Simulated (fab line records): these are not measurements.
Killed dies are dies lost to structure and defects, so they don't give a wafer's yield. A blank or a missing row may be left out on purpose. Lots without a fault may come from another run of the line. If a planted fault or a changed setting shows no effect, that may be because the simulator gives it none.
fab line records -- flow sky130
record lots=6, wafers=18, last_day=48
route steps=708 shown POLY_GATE@236 LDD_N@237 PAD_OPEN@708
lots that met no fault: from a run of the same line without faults
start_h: the number of hours between the record's first day and the start of the first shown wafer of the lot -- wait_h: time in hours since the lot's previous step -- " unchanged from the row above -- L1.1+2: several wafers, shown together as one row -- - value missing, or start not given -- * or withheld: withheld -- < > ~ a bound
route shown NAME@n: names a module that has steps shown in the file, with the first one's number in the route -- usual: average and standard deviation across the fault-free wafers -- same: alike in all rows -- chamber/n: place in a boat -- sites: readings site by site -- _std_site: the standard deviation of these -- _edge_site: mean of outer sites minus mean of inner sites -- radius_mm: how far each site lies from the wafer's centre -- mask NAME#n: copy n -- behind: the tool/chamber that last shaped the wafer -- hold: cause of the lot's hold/its duration in hours/its outcome -- device: the n, p or np transistor that did not switch -- end of line: tests of these same wafers at the route's end -- step lacking rows: just its recipe -- killed: count of dies lost to structure and defects at first sort (not the wafer's yield) -- map: per-die view of a wafer (x killed, . not killed, _ where there is no die)
set.NAME: setting as actually run; set.NAME@STEP: the setting as run at that earlier step -- model.NAME: the simulator's own value behind a step, which no gauge read
lots at selected steps of the route; one table per step, one row per wafer
services: when a tool's chamber went out of use (start_h, in hours from the record's first day, below 0 if earlier), for how many hours, and the reason
## steps
# step SKY_POLY_GATE_CD_MEAS_22
# usual cd_nm=150.5/2.3
lot.wafer,tool,chamber,start_h,wait_h,cd_nm
L290.1,cd_sem-02,-,373.69,0.1,149.8
L290.3,cd_sem-02,-,373.69,0.1,146.7
L290.5,cd_sem-02,-,373.69,0.1,148.7
L294.2,cd_sem-01,-,414.06,0.1,148.5
L294.4,cd_sem-01,-,414.06,0.1,154.3
L294.6,cd_sem-01,-,414.06,0.1,150.5
L295.1,cd_sem-01,-,422.23,0.1,153.5
L295.5,cd_sem-01,-,422.23,0.1,152.9
L295.6,cd_sem-01,-,422.23,0.1,150.8
L297.2,cd_sem-02,-,447.45,0.2,149.6
L297.3,cd_sem-02,-,447.45,0.2,148.7
L297.6,cd_sem-02,-,447.45,0.2,148.6
L301.1,cd_sem-01,-,475.77,0.1,147.7
L301.4,cd_sem-01,-,475.77,0.1,148.4
L301.6,cd_sem-01,-,475.77,0.1,147.0
L304.1,cd_sem-02,-,509.15,0.1,147.3
L304.4,cd_sem-02,-,509.15,0.1,146.6
L304.5,cd_sem-02,-,509.15,0.1,151.3
# step SKY_LDD_N_DEHYDRATE_00
# recipe temp_c=200, time_s=60
# step SKY_LDD_N_HMDS_01
# recipe prime_time_s=60, prime_temp_c=120
# step SKY_LDD_N_COAT_02
# recipe resist=NOVOLAK, spin_rpm=3000, resist_thk_nm=300
# step SKY_LDD_N_SOFTBAKE_03
# recipe temp_c=90, time_s=60, resist=NOVOLAK
# step SKY_LDD_N_EXPOSE_04
# recipe mask_id=NTM, target_cd_nm=840, na=0.6, source_shape=conventional, sigma_outer=0.6, dose_mj=110
# step SKY_LDD_N_PEB_05
# recipe temp_c=withheld, time_s=*, resist=NOVOLAK
# step SKY_LDD_N_DEVELOP_06
# recipe develop_time_s=60, dev_temp_c=23.94
# step SKY_LDD_N_OVL_MEAS_07
# usual LDD_N_OVL=-0.1/1.3
lot.wafer,tool,chamber,start_h,wait_h,LDD_N_OVL[nm]
L290.1,overlay-02,-,402.62,0.1,0.7
L290.3,overlay-02,-,402.62,0.1,-0.7
L290.5,overlay-02,-,402.62,0.1,1.9
L294.2,overlay-02,-,445.01,0.1,1.3
L294.4,overlay-02,-,445.01,0.1,1.2
L294.6,overlay-02,-,445.01,0.1,0.5
L295.1,overlay-02,-,452.72,0.1,0.6
L295.5,overlay-02,-,452.72,0.1,0.0
L295.6,overlay-02,-,452.72,0.1,1.8
L297.2,overlay-02,-,477.91,0.1,-0.9
L297.3,overlay-02,-,477.91,0.1,-2.9
L297.6,overlay-02,-,477.91,0.1,-1.1
L301.1,overlay-01,-,506.62,0.1,0.4
L301.4,overlay-01,-,506.62,0.1,-1.9
L301.6,overlay-01,-,506.62,0.1,-0.2
L304.1,overlay-02,-,539.67,0.1,-0.5
L304.4,overlay-02,-,539.67,0.1,-1.5
L304.5,overlay-02,-,539.67,0.1,-0.3
# step SKY_LDD_N_IMPLANT_08
# recipe species=As, energy_kev=20, dose_cm2=7.5e+13, tilt_deg=withheld, rotation_deg=23
# step SKY_LDD_N_IMPLANT_09
# recipe species=As, energy_kev=20, dose_cm2=7.5e+13, tilt_deg=withheld, rotation_deg=113
# step SKY_LDD_N_IMPLANT_10
# recipe species=As, energy_kev=20, dose_cm2=7.5e+13, tilt_deg=withheld, rotation_deg=203
# step SKY_LDD_N_IMPLANT_11
# recipe species=As, energy_kev=20, dose_cm2=7.5e+13, tilt_deg=withheld, rotation_deg=293
# usual beam_on_s=10.00/0.19, dose_ions_cm2=7.499e+13/8.8e+10, faraday_current_uA=423/7.7
lot.wafer,tool,chamber,start_h,wait_h,beam_on_s,dose_ions_cm2,faraday_current_uA
L290.1,implanter-01,0,403.11,0.1,10.06,7.49e+13,422
L290.3,implanter-01,0,403.11,0.1,10.10,7.493e+13,419
L290.5,implanter-01,0,403.11,0.1,10.24,7.478e+13,413
L294.2,implanter-03,0,445.51,0.1,9.97,6.847e+13,387
L294.4,implanter-03,0,445.51,0.1,10.29,6.853e+13,375
L294.6,implanter-03,0,445.51,0.1,9.68,6.848e+13,399
L295.1,implanter-03,0,453.21,0.1,9.84,6.838e+13,391
L295.5,implanter-03,0,453.21,0.1,10.06,6.845e+13,384
L295.6,implanter-03,0,453.21,0.1,9.76,6.845e+13,397
L297.2,implanter-04,0,478.41,0.1,10.03,7.504e+13,423
L297.3,implanter-04,0,478.41,0.1,9.53,7.496e+13,442
L297.6,implanter-04,0,478.41,0.1,9.90,7.505e+13,426
L301.1,implanter-01,0,507.11,0.1,10.21,7.498e+13,415
L301.4,implanter-01,0,507.11,0.1,9.82,7.48e+13,431
L301.6,implanter-01,0,507.11,0.1,10.00,7.498e+13,424
L304.1,implanter-03,0,540.16,0.1,10.30,7.504e+13,410
L304.4,implanter-03,0,540.16,0.1,10.09,7.491e+13,417
L304.5,implanter-03,0,540.16,0.1,9.75,7.505e+13,431
# step SKY_LDD_N_IMPLANT_12
# recipe species=BF2, energy_kev=50, dose_cm2=5e+12, tilt_deg=30, rotation_deg=0
# step SKY_PAD_OPEN_PROBE_99
# usual killed_at_M0_to_M3=45/7.9, killed_at_M4_up=2.9/1.8, killed_at_contacts=25/5.5, killed_at_front_end=16/4.4, killed_at_other=0.3/0.58, killed_dies=89/9.4, killed_open=49/6.8, killed_short=40/6.3
# same gross_dies=492, killed_at_back_side=0
lot.wafer,tool,chamber,start_h,wait_h,killed_at_M0_to_M3,killed_at_M4_up,killed_at_contacts,killed_at_front_end,killed_at_other,killed_dies,killed_open,killed_short,model.etest.tip_n.rs_ohm_sq
L290.1,prober-02,-,1074.47,0.1,43,4,24,20,0,91,47,43,437.6
L290.3,prober-02,-,1074.57,0.2,36,7,27,10,0,80,41,39,438.7
L290.5,prober-02,-,1074.67,0.2,32,7,24,18,0,81,43,38,437
L294.2,prober-02,-,1102.92,0.1,49,5,27,11,0,92,54,38,445.2
L294.4,prober-02,-,1103.02,0.2,39,6,26,8,0,79,43,36,444.1
L294.6,prober-02,-,1103.12,0.2,37,1,15,25,0,78,41,37,447.3
L295.1,prober-01,-,1111.23,0.1,51,5,27,13,0,96,57,39,445.2
L295.5,prober-01,-,1111.43,0.2,39,2,21,9,0,71,40,31,450.3
L295.6,prober-01,-,1111.48,0.2,36,3,25,10,0,74,37,37,446.4
L297.2,prober-02,-,1125.18,0.1,33,2,38,21,0,94,52,42,437.6
L297.3,prober-02,-,1125.23,0.2,45,5,40,15,0,105,58,46,439.3
L297.6,prober-02,-,1125.38,0.2,40,3,35,11,0,89,43,44,441.6
L301.1,prober-02,-,1139.26,0.1,45,1,21,16,0,83,48,34,440.6
L301.4,prober-02,-,1139.41,0.2,42,2,27,17,1,89,52,37,439.3
L301.6,prober-02,-,1139.51,0.2,48,5,19,14,1,87,42,45,442.1
L304.1,prober-01,-,1159.01,0.1,47,3,30,16,1,97,52,44,444.2
L304.4,prober-01,-,1159.16,0.2,45,3,20,21,0,89,42,46,442.9
L304.5,prober-01,-,1159.21,0.2,38,3,24,13,0,78,37,41,439.6
# killed by level:class
L290.1 LI_CONTACT:geometric_particle:open=10 METAL1:geometric_particle:short=7 VIA3:geometric_particle:open=7 POLY_GATE:geometric_particle:open=6 VIA1:geometric_particle:short=6 VIA1:geometric_particle:open=6 POLY_GATE:geometric_particle:short=5 LOCAL_INTERCONNECT:geometric_particle:short=4
L290.3 VIA3:geometric_particle:open=9 LI_CONTACT:geometric_particle:open=8 VIA1:geometric_particle:open=7 LI_CONTACT:geometric_particle:short=5 CONTACT:geometric_particle:short=5 CONTACT:geometric_particle:open=5 METAL1:geometric_particle:short=5 METAL4:geometric_particle:short=5
L290.5 CONTACT:geometric_particle:open=9 VIA1:geometric_particle:open=8 FIELD_ISO:geometric_particle:open=6 LI_CONTACT:geometric_particle:open=5 METAL2:geometric_particle:short=5 POLY_GATE:geometric_particle:short=4 LI_CONTACT:geometric_particle:short=4 CONTACT:geometric_particle:short=4
L294.2 CONTACT:geometric_particle:open=13 VIA2:geometric_particle:open=13 VIA1:geometric_particle:open=6 LOCAL_INTERCONNECT:geometric_particle:short=5 VIA2:geometric_particle:short=5 VIA3:geometric_particle:open=5 POLY_GATE:geometric_particle:open=4 METAL3:geometric_particle:short=4
L294.4 VIA2:geometric_particle:open=9 VIA1:geometric_particle:open=8 CONTACT:geometric_particle:open=8 CONTACT:geometric_particle:short=7 METAL1:geometric_particle:short=5 VIA3:geometric_particle:open=5 METAL4:geometric_particle:short=5 LOCAL_INTERCONNECT:geometric_particle:short=4
L294.6 METAL2:geometric_particle:short=10 CONTACT:geometric_particle:open=8 FIELD_ISO:geometric_particle:open=7 VIA1:geometric_particle:open=7 POLY_GATE:geometric_particle:short=4 POLY_GATE:geometric_particle:open=4 SPACER:geometric_particle:short=4 VIA3:geometric_particle:short=4
L295.1 VIA1:geometric_particle:open=12 CONTACT:geometric_particle:open=10 VIA3:geometric_particle:open=8 POLY_GATE:geometric_particle:short=7 LI_CONTACT:geometric_particle:open=7 VIA2:geometric_particle:open=7 CONTACT:geometric_particle:short=6 METAL1:geometric_particle:short=5
L295.5 VIA1:geometric_particle:open=10 CONTACT:geometric_particle:open=8 METAL2:geometric_particle:short=7 LI_CONTACT:geometric_particle:open=6 VIA3:geometric_particle:open=5 CONTACT:geometric_particle:short=4 METAL1:geometric_particle:short=4 LI_CONTACT:geometric_particle:short=3
L295.6 CONTACT:geometric_particle:open=9 METAL1:geometric_particle:short=7 VIA1:geometric_particle:open=7 LI_CONTACT:geometric_particle:open=6 CONTACT:geometric_particle:short=6 METAL2:geometric_particle:short=5 POLY_GATE:geometric_particle:open=4 VIA2:geometric_particle:open=4
L297.2 CONTACT:geometric_particle:open=11 LI_CONTACT:geometric_particle:open=10 LOCAL_INTERCONNECT:geometric_particle:short=8 VIA1:geometric_particle:open=8 CONTACT:geometric_particle:short=6 VIA3:geometric_particle:open=6 FIELD_ISO:geometric_particle:short=5 METAL2:geometric_particle:short=5
L297.3 VIA1:geometric_particle:open=16 LI_CONTACT:geometric_particle:open=11 CONTACT:geometric_particle:short=10 CONTACT:geometric_particle:open=9 LOCAL_INTERCONNECT:geometric_particle:short=6 VIA3:geometric_particle:open=6 METAL2:geometric_particle:short=5 LI_CONTACT:geometric_particle:short=4
L297.6 CONTACT:geometric_particle:open=11 CONTACT:geometric_particle:short=10 LI_CONTACT:geometric_particle:open=9 METAL2:geometric_particle:short=9 VIA2:geometric_particle:open=6 VIA1:geometric_particle:open=5 VIA3:geometric_particle:open=5 FIELD_ISO:geometric_particle:short=4
L301.1 VIA1:geometric_particle:open=11 METAL2:geometric_particle:short=10 CONTACT:geometric_particle:open=9 LI_CONTACT:geometric_particle:open=7 VIA3:geometric_particle:open=6 POLY_GATE:geometric_particle:short=4 VIA2:geometric_particle:open=4 VIA1:geometric_particle:short=4
L301.4 VIA1:geometric_particle:open=11 LI_CONTACT:geometric_particle:open=9 CONTACT:geometric_particle:open=7 FIELD_ISO:geometric_particle:open=5 CONTACT:geometric_particle:short=5 VIA2:geometric_particle:short=5 VIA2:geometric_particle:open=4 POLY_GATE:geometric_particle:short=4
L301.6 VIA3:geometric_particle:open=10 CONTACT:geometric_particle:open=8 METAL1:geometric_particle:short=8 VIA1:geometric_particle:open=8 VIA1:geometric_particle:short=7 FIELD_ISO:geometric_particle:short=6 METAL2:geometric_particle:short=5 VIA2:geometric_particle:open=5
L304.1 VIA1:geometric_particle:open=13 CONTACT:geometric_particle:open=12 LI_CONTACT:geometric_particle:open=9 VIA3:geometric_particle:open=7 METAL2:geometric_particle:short=6 VIA3:geometric_particle:short=6 CONTACT:geometric_particle:short=5 VIA1:geometric_particle:short=5
L304.4 VIA3:geometric_particle:open=9 VIA1:geometric_particle:open=8 CONTACT:geometric_particle:open=8 VIA1:geometric_particle:short=7 CONTACT:geometric_particle:short=6 FIELD_ISO:geometric_particle:short=5 POLY_GATE:geometric_particle:short=5 METAL1:geometric_particle:short=4
L304.5 CONTACT:geometric_particle:open=13 VIA1:geometric_particle:short=7 VIA1:geometric_particle:open=7 CONTACT:geometric_particle:short=6 METAL1:geometric_particle:short=5 POLY_GATE:geometric_particle:open=4 LOCAL_INTERCONNECT:geometric_particle:short=4 METAL2:geometric_particle:short=4
## services
tool,chamber,start_h,hours,kind
implanter-04,-,382.41,1.9,repair
implanter-03,-,409.46,4.0,pm
implanter-04,-,416.25,11.3,repair
implanter-01,-,444.01,6.0,pm
implanter-04,-,470.08,1.6,repair
implanter-03,-,493.01,23.5,repair
implanter-04,-,510.79,1.9,repair
implanter-04,-,529.70,10.4,repair
## key
first_sign step=SKY_LDD_N_IMPLANT_11, reading=dose_ions_cm2, direction=down, sigmas=74, usual=*, struck=*
effect step=SKY_LDD_N_IMPLANT_11, reading=faraday_current_uA, direction=down, sigmas=4.4, usual=423, struck=389
model_effect step=SKY_PAD_OPEN_PROBE_99, value=etest.tip_n.rs_ohm_sq, without=440.5, struck=446.4
met_at SKY_LDD_N_IMPLANT_11
struck_wafers L294.2,L294.4,L294.6,L295.1,L295.5,L295.6
tester_left_out L294,L295
fault kind=process_parameter_drift, tool=implanter-03, chamber=-, onset_h=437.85, steps=SKY_LDD_N_IMPLANT_11, channel=dose_cm2, offset=*, shape=step, end_h=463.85, acts_in=*, stated=*
# tester_left_out: of these lots the tester's yield and bins aren't shown, on N5 and GAA mostly nor the transistor test; their killed dies are dies lost to structure and defects alone, not to doping, threshold or leakage, so they don't give the yield
